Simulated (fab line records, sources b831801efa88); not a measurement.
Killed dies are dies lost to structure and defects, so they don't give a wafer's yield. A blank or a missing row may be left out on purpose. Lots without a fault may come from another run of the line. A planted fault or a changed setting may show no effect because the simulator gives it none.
fab line records | flow sky130
record lots=5 wafers=15 last_day=50
route steps=708 shown SD_P@331 RES_XHIGH@332 SD_N@342 SALICIDE@361 LI_CONTACT@362
lots that met no fault: from a run of the same line without faults
start_h: hours from the record's first day to the start of the lot's first wafer shown | wait_h: hours since the lot's step before | " the same as in the row above | L1.1+2: a row that stands for several wafers | - no value, or no start given | * or withheld: withheld | < > ~ a bound
route shown NAME@n: a module of which the file shows steps, and the number in the route of the first | usual: mean/standard deviation of fault-free wafers | same: alike in all rows | chamber/n: place in a boat | sites: the reading at each site | _std_site: their standard deviation | _edge_site: outer sites' mean less inner sites' | radius_mm: how far each site lies from the wafer's centre | mask NAME#n: copy n | behind: the tool/chamber that last shaped the wafer | hold: why the lot was held/for how many hours/how that ended | device: the transistor (n, p or np) that didn't switch | end of line: the same wafers' tests at the end of the route | a step without rows: its recipe alone | killed: dies lost to structure and defects at the first sort, not the wafer's yield | map: a wafer's dies, x killed, . not, _ none there
set.NAME: the setting as run; set.NAME@STEP: as run at that earlier step | model.NAME: the simulator's own value behind a step, which no gauge read
lots at some steps of the route; a table a step, a row a wafer
services: from which hour (start_h, from the record's first day; less than 0 if before it) a tool's chamber was out of use, for how many hours, and why
## steps
# step SKY_SD_P_TW_MEAS_11
# usual SD_P_TW=2855/23
# columns lot.wafer tool chamber start_h wait_h SD_P_TW
L074.1 film_metro-01 - 587.56 0.1 2868
L074.3 " - " " 2857
L074.4 " - " " 2879
L079.2 film_metro-01 - 633.57 0.1 2856
L079.4 " - " " 2837
L079.5 " - " " 2841
L080.3 film_metro-04 - 643.67 0.1 2841
L080.5 " - " " 2827
L080.6 " - " " 2824
L084.1 film_metro-04 - 671.61 0.1 2833
L084.2 " - " " 2844
L084.3 " - " " 2847
L096.3 film_metro-01 - 764.53 0.1 2856
L096.4 " - " " 2856
L096.6 " - " " 2853
# step SKY_RES_XHIGH_DEHYDRATE_00
# recipe temp_c=200 time_s=60
# usual heater_power_total_W=160.37/0.13 plate_temp_C=199.98/0.14 resist_line_temp_C=22.98/0.089
# columns lot.wafer tool chamber start_h wait_h heater_power_total_W plate_temp_C resist_line_temp_C
L074.1 litho_track-01 0 601.47 13.9 160.40 199.89 22.98
L074.3 " 0 " " 160.24 199.93 23.18
L074.4 " 0 " " 160.42 199.95 22.97
L079.2 litho_track-03 0 647.72 14.1 160.42 200.03 22.95
L079.4 " 0 " " 160.41 200.00 22.99
L079.5 " 0 " " 160.45 200.05 23.02
L080.3 litho_track-02 0 656.96 13.3 160.28 199.97 22.94
L080.5 " 0 " " 160.35 199.89 23.12
L080.6 " 0 " " 160.11 199.94 22.85
L084.1 litho_track-02 0 685.06 13.4 160.52 199.82 22.84
L084.2 " 0 " " 160.12 199.64 22.87
L084.3 " 0 " " 160.52 200.03 23.03
L096.3 litho_track-01 0 777.67 13.1 160.28 199.81 23.03
L096.4 " 0 " " 160.39 199.98 23.06
L096.6 " 0 " " 160.22 199.98 22.95
# step SKY_RES_XHIGH_HMDS_01
# recipe prime_time_s=60 prime_temp_c=120
# usual resist_line_temp_C=22.99/0.12
# columns lot.wafer tool chamber start_h wait_h resist_line_temp_C
L074.1 litho_track-01 0 601.62 0.1 22.94
L074.3 " 0 " " 22.71
L074.4 " 0 " " 22.88
L079.2 litho_track-03 0 647.87 0.1 22.92
L079.4 " 0 " " 22.92
L079.5 " 0 " " 22.82
L080.3 litho_track-02 0 657.11 0.1 22.92
L080.5 " 0 " " 22.96
L080.6 " 0 " " 23.11
L084.1 litho_track-02 0 685.21 0.1 22.93
L084.2 " 0 " " 22.92
L084.3 " 0 " " 23.02
L096.3 litho_track-01 0 777.82 0.1 23.06
L096.4 " 0 " " 23.23
L096.6 " 0 " " 23.05
# step SKY_RES_XHIGH_COAT_02
# recipe resist=NOVOLAK spin_rpm=3000 resist_thk_nm=1140
# usual dispense_pressure_kPa=48.6/1.9 resist_line_temp_C=23.02/0.097
# columns lot.wafer tool chamber start_h wait_h dispense_pressure_kPa resist_line_temp_C
L074.1 litho_track-01 0 601.77 0.1 46.4 22.99
L074.3 " 0 " " 46.4 23.08
L074.4 " 0 " " 46.4 23.01
L079.2 litho_track-03 0 648.02 0.1 51.7 23.00
L079.4 " 0 " " 51.8 23.00
L079.5 " 0 " " 51.8 22.98
L080.3 litho_track-02 0 657.26 0.1 48.5 22.94
L080.5 " 0 " " 48.5 23.11
L080.6 " 0 " " 48.5 22.81
L084.1 litho_track-02 0 685.36 0.1 48.5 22.98
L084.2 " 0 " " 48.5 23.00
L084.3 " 0 " " 48.5 23.06
L096.3 litho_track-01 0 777.97 0.1 46.4 22.87
L096.4 " 0 " " 46.4 22.98
L096.6 " 0 " " 46.4 22.91
# step SKY_RES_XHIGH_SOFTBAKE_03
# recipe temp_c=90 time_s=60 resist=NOVOLAK
# usual heater_power_total_W=56.60/0.045 plate_temp_C=90.00/0.14 resist_line_temp_C=22.98/0.1
# columns lot.wafer tool chamber start_h wait_h heater_power_total_W plate_temp_C resist_line_temp_C
L074.1 litho_track-01 0 601.92 0.1 56.56 90.02 22.97
L074.3 " 0 " " 56.60 89.95 23.11
L074.4 " 0 " " 56.58 90.10 23.17
L079.2 litho_track-03 0 648.17 0.1 56.52 89.75 23.12
L079.4 " 0 " " 56.64 89.80 23.00
L079.5 " 0 " " 56.59 89.83 22.89
L080.3 litho_track-02 0 657.41 0.1 56.59 89.85 23.12
L080.5 " 0 " " 56.58 89.75 22.77
L080.6 " 0 " " 56.60 90.00 22.96
L084.1 litho_track-02 0 685.51 0.1 56.66 89.99 23.00
L084.2 " 0 " " 56.61 90.06 23.02
L084.3 " 0 " " 56.59 89.95 23.02
L096.3 litho_track-01 0 778.12 0.1 56.59 90.23 23.09
L096.4 " 0 " " 56.49 89.98 23.04
L096.6 " 0 " " 56.57 89.98 22.97
# step SKY_RES_XHIGH_EXPOSE_04
# recipe mask_id=URPM na=0.6 source_shape=conventional sigma_outer=0.6 polarization=unpolarized target_cd_nm=1270 dose_mj=140
# columns lot.wafer tool chamber start_h wait_h mask
L074.1+3+4 iline_stepper-02 0 - - URPM#0
L079.2+4+5 iline_stepper-01 0 - - URPM#0
L080.3+5+6 iline_stepper-02 0 - - URPM#0
L084.1+2+3 iline_stepper-02 0 - - URPM#0
L096.3+4+6 iline_stepper-01 0 - - URPM#0
# step SKY_RES_XHIGH_PEB_05
# recipe temp_c=withheld time_s=* resist=NOVOLAK
# usual resist_line_temp_C=*
# columns lot.wafer tool chamber start_h wait_h resist_line_temp_C
L074.1 litho_track-02 0 - - *
L074.3 " 0 " " *
L074.4 " 0 " " *
L079.2 litho_track-03 0 - - *
L079.4 " 0 " " *
L079.5 " 0 " " *
L080.3 litho_track-03 0 - - *
L080.5 " 0 " " *
L080.6 " 0 " " *
L084.1 litho_track-03 0 - - *
L084.2 " 0 " " *
L084.3 " 0 " " *
L096.3 litho_track-02 0 - - *
L096.4 " 0 " " *
L096.6 " 0 " " *
# step SKY_RES_XHIGH_DEVELOP_06
# recipe resist=NOVOLAK developer=TMAH develop_time_s=60 dev_temp_c=23
# usual resist_line_temp_C=22.99/0.11
# columns lot.wafer tool chamber start_h wait_h resist_line_temp_C
L074.1 litho_track-02 0 616.71 0.1 23.06
L074.3 " 0 " " 22.98
L074.4 " 0 " " 23.03
L079.2 litho_track-03 0 662.47 0.1 22.94
L079.4 " 0 " " 23.05
L079.5 " 0 " " 22.93
L080.3 litho_track-03 0 671.14 0.1 23.05
L080.5 " 0 " " 22.95
L080.6 " 0 " " 23.09
L084.1 litho_track-03 0 698.79 0.1 23.00
L084.2 " 0 " " 23.01
L084.3 " 0 " " 23.01
L096.3 litho_track-02 0 790.96 0.1 23.15
L096.4 " 0 " " 22.96
L096.6 " 0 " " 23.12
# step SKY_RES_XHIGH_IMPLANT_07
# recipe species=BF2 energy_kev=20 dose_cm2=3.6e+14 tilt_deg=0
# columns lot.wafer tool chamber start_h wait_h
L074.1+3+4 implanter-02 0 616.86 0.1
L079.2+4+5 implanter-03 0 662.62 0.1
L080.3+5+6 implanter-02 0 671.29 0.1
L084.1+2+3 implanter-03 0 698.94 0.1
L096.3+4+6 implanter-02 0 791.25 0.3
# step SKY_RES_XHIGH_STRIP_08
# recipe chemistry=O2/N2 power_w=1400 pressure_mtorr=1500 platen_temp_c=withheld o2_flow_sccm=3000 n2_flow_sccm=300 overash_fraction=0.5
# usual chamber_pressure_mTorr=1499.9/1.4 drypump_motor_current_A=6.12/0.26 oes_product_au=0.711/0.0044 strip_time_to_endpoint_s=14.26/0.045
# columns lot.wafer tool chamber start_h wait_h chamber_pressure_mTorr drypump_motor_current_A oes_product_au rf_hours_counter_h strip_time_to_endpoint_s
L074.1 plasma_asher-01 1 617.01 0.1 1502.0 5.68 0.711 92 14.23
L074.3 " 0 " " 1497.5 5.88 0.715 - 14.29
L074.4 " 1 " " 1498.0 5.70 0.706 - 14.29
L079.2 plasma_asher-03 1 662.74 0.1 1500.7 6.32 0.713 85 14.30
L079.4 " 0 " " 1500.2 6.08 0.707 - 14.28
L079.5 " 0 " " 1498.6 6.05 0.706 - 14.28
L080.3 plasma_asher-04 0 671.42 0.1 1497.5 6.45 0.712 - 14.27
L080.5 " 1 " " 1500.1 6.48 0.710 - 14.30
L080.6 " 0 " " 1498.7 6.45 0.706 - 14.30
L084.1 plasma_asher-01 0 699.09 0.1 1498.8 5.85 0.709 101 14.26
L084.2 " 1 " " 1502.1 5.70 0.718 101 14.26
L084.3 " 1 " " 1499.3 5.70 0.704 - 14.28
L096.3 plasma_asher-01 1 791.38 0.1 1499.7 5.71 0.718 - 14.21
L096.4 " 0 " " 1500.8 5.86 0.710 - 14.25
L096.6 " 1 " " 1498.6 5.72 0.711 - 14.27
# step SKY_RES_XHIGH_TW_MEAS_09
# usual RES_XHIGH_TW=1662/15
# columns lot.wafer tool chamber start_h wait_h RES_XHIGH_TW
L074.1 film_metro-01 - 617.11 0.1 1657
L074.3 " - " " 1650
L074.4 " - " " 1667
L079.2 film_metro-01 - 662.85 0.1 1661
L079.4 " - " " 1668
L079.5 " - " " 1649
L080.3 film_metro-02 - 671.51 0.1 1673
L080.5 " - " " 1672
L080.6 " - " " 1676
L084.1 film_metro-02 - 699.19 0.1 1681
L084.2 " - " " 1673
L084.3 " - " " 1687
L096.3 film_metro-01 - 791.47 0.1 1674
L096.4 " - " " 1673
L096.6 " - " " 1671
# step SKY_SD_N_DEHYDRATE_00
# recipe temp_c=200 time_s=60
# usual heater_power_total_W=160.36/0.12 plate_temp_C=200.03/0.14 resist_line_temp_C=23.00/0.098
# columns lot.wafer tool chamber start_h wait_h heater_power_total_W plate_temp_C resist_line_temp_C
L074.1 litho_track-04 0 631.00 13.9 160.34 199.83 22.95
L074.3 " 0 " " 160.38 200.07 22.99
L074.4 " 0 " " 160.20 199.84 22.88
L079.2 litho_track-01 0 675.85 13.0 160.37 200.20 22.90
L079.4 " 0 " " 160.39 199.79 22.95
L079.5 " 0 " " 160.38 199.94 22.65
L080.3 litho_track-04 0 684.90 13.4 160.22 200.05 23.00
L080.5 " 0 " " 160.46 200.01 22.95
L080.6 " 0 " " 160.36 200.19 22.95
L084.1 litho_track-01 0 712.62 13.4 160.60 200.03 22.91
L084.2 " 0 " " 160.17 199.64 23.11
L084.3 " 0 " " 160.54 199.77 23.00
L096.3 litho_track-01 0 804.62 13.1 160.14 199.85 23.02
L096.4 " 0 " " 160.45 199.96 23.14
L096.6 " 0 " " 160.30 199.94 22.96
# step SKY_SD_N_HMDS_01
# recipe prime_time_s=60 prime_temp_c=120
# usual resist_line_temp_C=22.98/0.098
# columns lot.wafer tool chamber start_h wait_h resist_line_temp_C
L074.1 litho_track-04 0 631.15 0.1 23.13
L074.3 " 0 " " 23.13
L074.4 " 0 " " 23.03
L079.2 litho_track-01 0 676.00 0.1 23.01
L079.4 " 0 " " 22.97
L079.5 " 0 " " 23.01
L080.3 litho_track-04 0 685.05 0.1 22.91
L080.5 " 0 " " 22.98
L080.6 " 0 " " 23.02
L084.1 litho_track-01 0 712.77 0.1 23.01
L084.2 " 0 " " 23.15
L084.3 " 0 " " 22.88
L096.3 litho_track-01 0 804.77 0.1 23.07
L096.4 " 0 " " 22.84
L096.6 " 0 " " 22.97
# step SKY_SD_N_COAT_02
# recipe resist=NOVOLAK spin_rpm=3000 resist_thk_nm=1140
# usual dispense_pressure_kPa=48.4/2.6 resist_line_temp_C=22.98/0.098
# columns lot.wafer tool chamber start_h wait_h dispense_pressure_kPa resist_line_temp_C
L074.1 litho_track-04 0 631.30 0.1 52.0 23.04
L074.3 " 0 " " 52.0 22.95
L074.4 " 0 " " 52.0 23.03
L079.2 litho_track-01 0 676.15 0.1 46.4 23.04
L079.4 " 0 " " 46.4 22.98
L079.5 " 0 " " 46.4 22.98
L080.3 litho_track-04 0 685.20 0.1 52.0 22.92
L080.5 " 0 " " 52.0 22.93
L080.6 " 0 " " 52.0 23.14
L084.1 litho_track-01 0 712.92 0.1 46.4 22.84
L084.2 " 0 " " 46.4 22.87
L084.3 " 0 " " 46.4 23.04
L096.3 litho_track-01 0 804.92 0.1 46.4 22.86
L096.4 " 0 " " 46.5 22.86
L096.6 " 0 " " 46.4 23.04
# step SKY_SD_N_SOFTBAKE_03
# recipe temp_c=90 time_s=60 resist=NOVOLAK
# usual heater_power_total_W=56.60/0.044 plate_temp_C=89.99/0.1 resist_line_temp_C=22.98/0.098
# columns lot.wafer tool chamber start_h wait_h heater_power_total_W plate_temp_C resist_line_temp_C
L074.1 litho_track-04 0 631.45 0.1 56.58 89.98 23.11
L074.3 " 0 " " 56.52 89.89 22.84
L074.4 " 0 " " 56.58 89.94 23.01
L079.2 litho_track-01 0 676.30 0.1 56.64 90.02 22.99
L079.4 " 0 " " 56.61 90.00 22.95
L079.5 " 0 " " 56.59 90.14 23.03
L080.3 litho_track-04 0 685.35 0.1 56.69 90.07 22.82
L080.5 " 0 " " 56.62 90.08 22.93
L080.6 " 0 " " 56.67 90.24 22.84
L084.1 litho_track-01 0 713.07 0.1 56.64 89.94 23.02
L084.2 " 0 " " 56.62 89.92 22.91
L084.3 " 0 " " 56.69 89.95 23.02
L096.3 litho_track-01 0 805.07 0.1 56.64 89.89 23.02
L096.4 " 0 " " 56.64 89.95 22.89
L096.6 " 0 " " 56.55 90.02 23.00
# step SKY_SD_N_EXPOSE_04
# recipe mask_id=NSDM na=0.6 source_shape=conventional sigma_outer=0.6 polarization=unpolarized target_cd_nm=380 dose_mj=141
# columns lot.wafer tool chamber start_h wait_h mask
L074.1+3+4 iline_stepper-01 0 - - NSDM#0
L079.2+4+5 iline_stepper-01 0 - - NSDM#0
L080.3+5+6 iline_stepper-01 0 - - NSDM#0
L084.1+2+3 iline_stepper-02 0 - - NSDM#0
L096.3+4+6 iline_stepper-02 0 - - NSDM#0
# step SKY_SD_N_PEB_05
# recipe temp_c=withheld time_s=* resist=NOVOLAK
# usual resist_line_temp_C=*
# columns lot.wafer tool chamber start_h wait_h resist_line_temp_C
L074.1 litho_track-01 0 - - *
L074.3 " 0 " " *
L074.4 " 0 " " *
L079.2 litho_track-04 0 - - *
L079.4 " 0 " " *
L079.5 " 0 " " *
L080.3 litho_track-01 0 - - *
L080.5 " 0 " " *
L080.6 " 0 " " *
L084.1 litho_track-04 0 - - *
L084.2 " 0 " " *
L084.3 " 0 " " *
L096.3 litho_track-01 0 - - *
L096.4 " 0 " " *
L096.6 " 0 " " *
# step SKY_SD_N_DEVELOP_06
# recipe resist=NOVOLAK developer=TMAH develop_time_s=60 dev_temp_c=23
# usual resist_line_temp_C=23.00/0.1
# columns lot.wafer tool chamber start_h wait_h resist_line_temp_C
L074.1 litho_track-01 0 645.17 0.1 23.03
L074.3 " 0 " " 22.96
L074.4 " 0 " " 22.76
L079.2 litho_track-04 0 690.68 0.1 23.09
L079.4 " 0 " " 23.17
L079.5 " 0 " " 23.01
L080.3 litho_track-01 0 698.37 0.1 22.90
L080.5 " 0 " " 22.99
L080.6 " 0 " " 23.05
L084.1 litho_track-04 0 726.60 0.1 23.12
L084.2 " 0 " " 23.13
L084.3 " 0 " " 23.06
L096.3 litho_track-01 0 818.32 0.1 22.93
L096.4 " 0 " " 22.86
L096.6 " 0 " " 22.99
# step SKY_SD_N_CD_MEAS_07
# recipe target_cd_nm=380
# usual cd_nm=380.5/3
# columns lot.wafer tool chamber start_h wait_h cd_nm
L074.1 cd_sem-02 - 645.32 0.1 378.1
L074.3 " - " " 377.1
L074.4 " - " " 380.8
L079.2 cd_sem-02 - 690.82 0.1 383.6
L079.4 " - " " 383.7
L079.5 " - " " 380.3
L080.3 cd_sem-01 - 698.51 0.1 381.5
L080.5 " - " " 380.8
L080.6 " - " " 381.8
L084.1 cd_sem-01 - 726.75 0.1 373.2
L084.2 " - " " 376.2
L084.3 " - " " 374.9
L096.3 cd_sem-02 - 818.46 0.1 386.3
L096.4 " - " " 386.5
L096.6 " - " " 385.8
# step SKY_SD_N_OVL_MEAS_08
# usual SD_N_OVL=-0.1/1.2
# columns lot.wafer tool chamber start_h wait_h SD_N_OVL[nm]
L074.1 overlay-01 - 645.44 0.1 -2.1
L074.3 " - " " -1.1
L074.4 " - " " -1.7
L079.2 overlay-02 - 690.93 0.1 -1.4
L079.4 " - " " -0.7
L079.5 " - " " -0.2
L080.3 overlay-01 - 698.60 0.1 0.6
L080.5 " - " " -0.3
L080.6 " - " " -0.1
L084.1 overlay-01 - 726.87 0.1 -1.0
L084.2 " - " " -0.8
L084.3 " - " " -0.6
L096.3 overlay-02 - 818.55 0.1 -1.3
L096.4 " - " " -0.3
L096.6 " - " " -1.4
# step SKY_SD_N_IMPLANT_09
# recipe species=As energy_kev=50 dose_cm2=4e+15 tilt_deg=0
# columns lot.wafer tool chamber start_h wait_h
L074.1+3+4 implanter-02 0 645.48 0.0
L079.2+4+5 implanter-03 0 690.99 0.0
L080.3+5+6 implanter-02 0 698.68 0.1
L084.1+2+3 implanter-04 0 726.91 0.0
L096.3+4+6 implanter-03 0 818.63 0.1
# step SKY_SD_N_IMPLANT_10
# recipe species=P energy_kev=20 dose_cm2=1e+14 tilt_deg=0
# columns lot.wafer tool chamber start_h wait_h
L074.1+3+4 implanter-02 0 645.63 0.1
L079.2+4+5 implanter-03 0 691.14 0.1
L080.3+5+6 implanter-02 0 698.83 0.1
L084.1+2+3 implanter-04 0 727.06 0.1
L096.3+4+6 implanter-03 0 818.78 0.1
# step SKY_SD_N_STRIP_11
# recipe chemistry=O2/N2 power_w=1400 pressure_mtorr=1500 platen_temp_c=withheld o2_flow_sccm=3000 n2_flow_sccm=300 overash_fraction=0.5
# usual chamber_pressure_mTorr=1499.8/1.3 drypump_motor_current_A=6.0/0.65 oes_product_au=0.528/0.005 strip_time_to_endpoint_s=22.55/0.043
# columns lot.wafer tool chamber start_h wait_h chamber_pressure_mTorr drypump_motor_current_A oes_product_au rf_hours_counter_h strip_time_to_endpoint_s
L074.1 plasma_asher-04 0 645.78 0.1 1498.7 6.5 0.532 22 22.66
L074.3 " 0 " " 1498.7 6.4 0.525 - 22.66
L074.4 " 1 " " 1498.4 6.4 0.530 - 22.64
L079.2 plasma_asher-02 0 691.26 0.1 1499.4 6.6 0.532 56 22.47
L079.4 " 1 " " 1503.2 4.9 0.525 - 22.50
L079.5 " 1 " " 1499.7 4.9 0.522 - 22.45
L080.3 plasma_asher-04 0 698.96 0.1 1499.1 6.4 0.515 - 22.56
L080.5 " 1 " " 1502.6 6.4 0.529 - 22.56
L080.6 " 0 " " 1499.7 6.4 0.526 - 22.57
L084.1 plasma_asher-04 1 727.21 0.1 1499.8 6.4 0.529 30 22.52
L084.2 " 0 " " 1499.2 6.5 0.522 30 22.51
L084.3 " 1 " " 1501.0 6.4 0.522 - 22.49
L096.3 plasma_asher-04 1 818.91 0.1 1500.4 6.4 0.534 - 22.59
L096.4 " 0 " " 1499.3 6.4 0.533 - 22.57
L096.6 " 1 " " 1500.9 6.4 0.530 - 22.52
# step SKY_SD_N_TW_MEAS_12
# usual SD_N_TW=4037/37
# columns lot.wafer tool chamber start_h wait_h SD_N_TW
L074.1 film_metro-02 - 645.88 0.1 4072
L074.3 " - " " 4059
L074.4 " - " " 4069
L079.2 film_metro-01 - 691.37 0.1 4031
L079.4 " - " " 4024
L079.5 " - " " 4012
L080.3 film_metro-01 - 699.05 0.1 4022
L080.5 " - " " 4014
L080.6 " - " " 3991
L084.1 film_metro-04 - 727.31 0.1 4019
L084.2 " - " " 4011
L084.3 " - " " 4012
L096.3 film_metro-02 - 819.00 0.1 4085
L096.4 " - " " 4090
L096.6 " - " " 4094
# step SKY_SD_N_CLEAN_13
# recipe chemistry=SC1/SC2 mix=1:4:20 temp_c=70 time_s=150 dry=n2_spin
# columns lot.wafer tool chamber start_h wait_h
L074.1+3+4 wet_bench-03 2 645.94 0.1
L079.2+4+5 wet_bench-01 2 691.42 0.0
L080.3+5+6 wet_bench-03 1 699.09 0.0
L084.1+2+3 wet_bench-03 1 727.37 0.1
L096.3+4+6 wet_bench-02 0 819.04 0.0
# step SKY_SD_N_RTA_14
# recipe temp_c=1075 time_s=2 idle_temp_c=650 ramp_up_c_per_s=150 ramp_down_c_per_s=90 ambient=N2
# usual chamber_o2_ppm=1.998/0.022 lamp_power_pct=15.74/0.05 ramp_down_c_per_s=89.999/0.015 wafer_temp_C_max=1078.0/1.4
# columns lot.wafer tool chamber start_h wait_h chamber_o2_ppm lamp_power_pct ramp_down_c_per_s wafer_temp_C_max
L074.1 rtp_anneal-01 0 645.99 0.0 2.016 15.80 90.004 1077.1
L074.3 " 0 " " 2.004 15.79 90.019 1080.9
L074.4 " 0 " " 2.000 15.71 90.009 1077.2
L079.2 rtp_anneal-02 0 691.49 0.0 2.001 15.66 90.001 1079.4
L079.4 " 0 " " 2.036 15.81 90.007 1078.8
L079.5 " 0 " " 2.020 15.73 89.986 1077.3
L080.3 rtp_anneal-01 0 699.16 0.0 1.979 15.67 89.991 1077.4
L080.5 " 0 " " 1.985 15.70 90.001 1077.4
L080.6 " 0 " " 1.992 15.71 89.994 1075.7
L084.1 rtp_anneal-01 0 727.43 0.0 2.017 15.76 89.989 1077.8
L084.2 " 0 " " 1.967 15.80 89.997 1077.9
L084.3 " 0 " " 1.964 15.80 89.979 1078.2
L096.3 rtp_anneal-01 0 819.11 0.0 1.993 15.67 90.001 1079.6
L096.4 " 0 " " 2.006 15.70 90.016 1079.3
L096.6 " 0 " " 1.971 15.65 90.008 1076.1
# step SKY_SD_N_RS_MEAS_16
# recipe thk_meas_gauge=four-point-probe
# usual SD_N_RS=68.51/0.11
# columns lot.wafer tool chamber start_h wait_h SD_N_RS[ohm/sq]
L074.1 film_metro-01 - 646.16 0.1 68.53
L074.3 " - " " 68.39
L074.4 " - " " 68.45
L079.2 film_metro-04 - 691.67 0.1 68.65
L079.4 " - " " 68.73
L079.5 " - " " 68.78
L080.3 film_metro-04 - 699.35 0.1 68.63
L080.5 " - " " 68.54
L080.6 " - " " 68.50
L084.1 film_metro-02 - 727.65 0.1 68.43
L084.2 " - " " 68.45
L084.3 " - " " 68.51
L096.3 film_metro-04 - 819.31 0.1 68.67
L096.4 " - " " 68.46
L096.6 " - " " 68.48
# step SKY_SD_N_RS_MEAS_17
# recipe thk_meas_gauge=four-point-probe
# usual SD_P_RS=147.0/0.34
# columns lot.wafer tool chamber start_h wait_h SD_P_RS[ohm/sq]
L074.1 film_metro-01 - 646.28 0.1 146.7
L074.3 " - " " 146.6
L074.4 " - " " 146.7
L079.2 film_metro-04 - 691.79 0.1 146.7
L079.4 " - " " 147.3
L079.5 " - " " 147.3
L080.3 film_metro-04 - 699.47 0.1 147.4
L080.5 " - " " 147.2
L080.6 " - " " 146.6
L084.1 film_metro-02 - 727.77 0.1 146.9
L084.2 " - " " 147.0
L084.3 " - " " 147.1
L096.3 film_metro-04 - 819.43 0.1 146.9
L096.4 " - " " 146.2
L096.6 " - " " 147.0
# step SKY_SD_N_RS_MEAS_18
# recipe thk_meas_gauge=four-point-probe
# usual RES_XHIGH_RS=333.0/1.2
# columns lot.wafer tool chamber start_h wait_h RES_XHIGH_RS[ohm/sq]
L074.1 film_metro-01 - 646.40 0.1 332.6
L074.3 " - " " 334.0
L074.4 " - " " 332.4
L079.2 film_metro-04 - 691.91 0.1 333.0
L079.4 " - " " 332.9
L079.5 " - " " 333.8
L080.3 film_metro-04 - 699.59 0.1 333.0
L080.5 " - " " 332.6
L080.6 " - " " 332.7
L084.1 film_metro-02 - 727.89 0.1 331.4
L084.2 " - " " 332.5
L084.3 " - " " 332.0
L096.3 film_metro-04 - 819.55 0.1 331.8
L096.4 " - " " 333.6
L096.6 " - " " 333.2
# step SKY_SALICIDE_CLEAN_00
# recipe chemistry=HF-last time_s=30 dilution=100:1 dry=ipa_marangoni
# columns lot.wafer tool chamber start_h wait_h
L074.1+3+4 wet_bench-02 3 646.52 0.1
L079.2+4+5 wet_bench-01 2 692.01 0.1
L080.3+5+6 wet_bench-04 0 699.67 0.1
L084.1+2+3 wet_bench-04 0 728.01 0.1
L096.3+4+6 wet_bench-01 2 819.63 0.1
# step SKY_LI_CONTACT_HDPCVD_00
# recipe material=PSG target_thk_nm=930 sigma_open_frac=0.3 time_s=155 temp_c=600 sih4_flow_sccm=60 pressure_mtorr=6
# columns lot.wafer tool chamber start_h wait_h
L074.1+3+4 hdpcvd-02 1,0,1 646.54 0.0
L079.2+4+5 hdpcvd-02 1,0,1 692.03 0.0
L080.3+5+6 hdpcvd-02 1,0,1 699.69 0.0
L084.1+2+3 hdpcvd-01 0,1,2 728.03 0.0
L096.3+4+6 hdpcvd-01 1,1,0 819.64 0.0
# step SKY_LI_CONTACT_THK_MEAS_01
# recipe reads=PSG_of_LI_CONTACT_HDPCVD_00
# usual LI_CONTACT_HDPCVD_THK=935/9.7
# columns lot.wafer tool chamber start_h wait_h LI_CONTACT_HDPCVD_THK[nm]
L074.1 film_metro-02 - 646.69 0.1 940
L074.3 " - " " 943
L074.4 " - " " 929
L079.2 film_metro-01 - 692.14 0.1 918
L079.4 " - " " 929
L079.5 " - " " 922
L080.3 film_metro-02 - 699.81 0.1 923
L080.5 " - " " 938
L080.6 " - " " 931
L084.1 film_metro-02 - 728.13 0.1 948
L084.2 " - " " 935
L084.3 " - " " 935
L096.3 film_metro-01 - 819.77 0.1 951
L096.4 " - " " 950
L096.6 " - " " 942
# step SKY_LI_CONTACT_CMP_02
# recipe material=PSG down_force_psi=4 platen_rpm=60 pad_velocity_m_s=0.94248
# usual motor_current_A=13.6/1.1 time_to_endpoint_s=34.2/2.3
# columns lot.wafer tool chamber start_h wait_h motor_current_A time_to_endpoint_s
L074.3 cmp-02 0 646.75 0.0 14.1 33.8
L074.1 " 1 " " 13.5 32.2
L074.4 " 3 " " 13.9 31.3
L079.2 cmp-02 3 692.19 0.0 13.8 32.2
L079.4 " 0 " " 14.5 32.6
L079.5 " 3 " " 15.4 31.9
L080.3 cmp-02 3 699.95 0.1 14.2 36.5
L080.6 " 1 " " 14.0 39.0
L080.5 " 2 " " 14.9 38.6
L084.1 cmp-02 2 728.19 0.1 14.2 38.3
L084.3 " 0 " " 14.3 36.6
L084.2 " 1 " " 13.6 36.4
L096.3 cmp-01 3 819.92 0.1 11.1 36.4
L096.4 " 0 " " 12.1 34.9
L096.6 " 1 " " 12.1 35.6
# step SKY_LI_CONTACT_BOW_MEAS_03
# recipe mode=bow
# usual LI_CONTACT_BOW=56/6.6
# columns lot.wafer tool chamber start_h wait_h LI_CONTACT_BOW[um]
L074.1 film_metro-04 - 647.05 0.2 48
L074.3 " - " " 59
L074.4 " - " " 58
L079.2 film_metro-02 - 692.51 0.3 52
L079.4 " - " " 55
L079.5 " - " " 47
L080.3 film_metro-01 - 700.19 0.2 51
L080.5 " - " " 61
L080.6 " - " " 48
L084.1 film_metro-02 - 728.49 0.2 61
L084.2 " - " " 58
L084.3 " - " " 69
L096.3 film_metro-01 - 820.16 0.2 60
L096.4 " - " " 60
L096.6 " - " " 59
# step SKY_LI_CONTACT_DEHYDRATE_04
# recipe temp_c=200 time_s=60
# usual heater_power_total_W=160.38/0.13 plate_temp_C=200.03/0.18 resist_line_temp_C=22.98/0.097
# columns lot.wafer tool chamber start_h wait_h heater_power_total_W plate_temp_C resist_line_temp_C
L074.1 litho_track-01 0 660.82 13.7 160.24 199.88 23.00
L074.3 " 0 " " 160.38 200.15 23.11
L074.4 " 0 " " 160.59 199.72 22.98
L079.2 litho_track-04 0 705.38 12.8 160.62 200.10 22.95
L079.4 " 0 " " 160.31 200.22 22.87
L079.5 " 0 " " 160.48 200.11 22.85
L080.3 litho_track-01 0 714.52 14.3 160.27 199.98 22.88
L080.5 " 0 " " 160.28 199.73 23.02
L080.6 " 0 " " 160.45 199.81 23.01
L084.1 litho_track-04 0 741.70 13.2 160.11 200.12 22.98
L084.2 " 0 " " 160.14 200.16 22.94
L084.3 " 0 " " 160.34 200.16 22.96
L096.3 litho_track-01 0 833.27 13.1 160.37 200.24 22.97
L096.4 " 0 " " 160.30 199.78 22.85
L096.6 " 0 " " 160.36 199.95 22.94
## services
# columns tool chamber start_h hours kind
plasma_asher-04 - 586.69 2.5 repair
cmp-02 - 587.39 1.3 repair
implanter-02 - 590.57 3.6 pm
cmp-02 - 596.25 5.8 pm
iline_stepper-02 - 598.93 1.7 pm
cmp-02 - 621.09 3.0 pm
iline_stepper-01 - 621.85 2.0 repair
implanter-03 - 644.20 1.4 repair
iline_stepper-01 - 653.21 4.0 repair
cmp-02 - 660.34 4.9 repair
iline_stepper-02 - 675.80 4.4 pm
implanter-03 - 682.56 2.8 repair
implanter-03 - 685.34 3.7 pm
implanter-03 - 687.58 1.0 repair
implanter-03 - 740.53 2.5 repair
cmp-02 - 744.00 4.0 pm
implanter-03 - 749.90 1.3 repair
implanter-03 - 760.99 1.5 repair
implanter-03 - 764.36 2.5 repair
plasma_asher-04 - 770.00 29.4 repair
implanter-03 - 790.57 2.9 repair
iline_stepper-01 - 795.18 1.7 pm
implanter-02 - 813.96 6.1 repair
iline_stepper-02 - 817.20 1.7 pm
## key
fault none
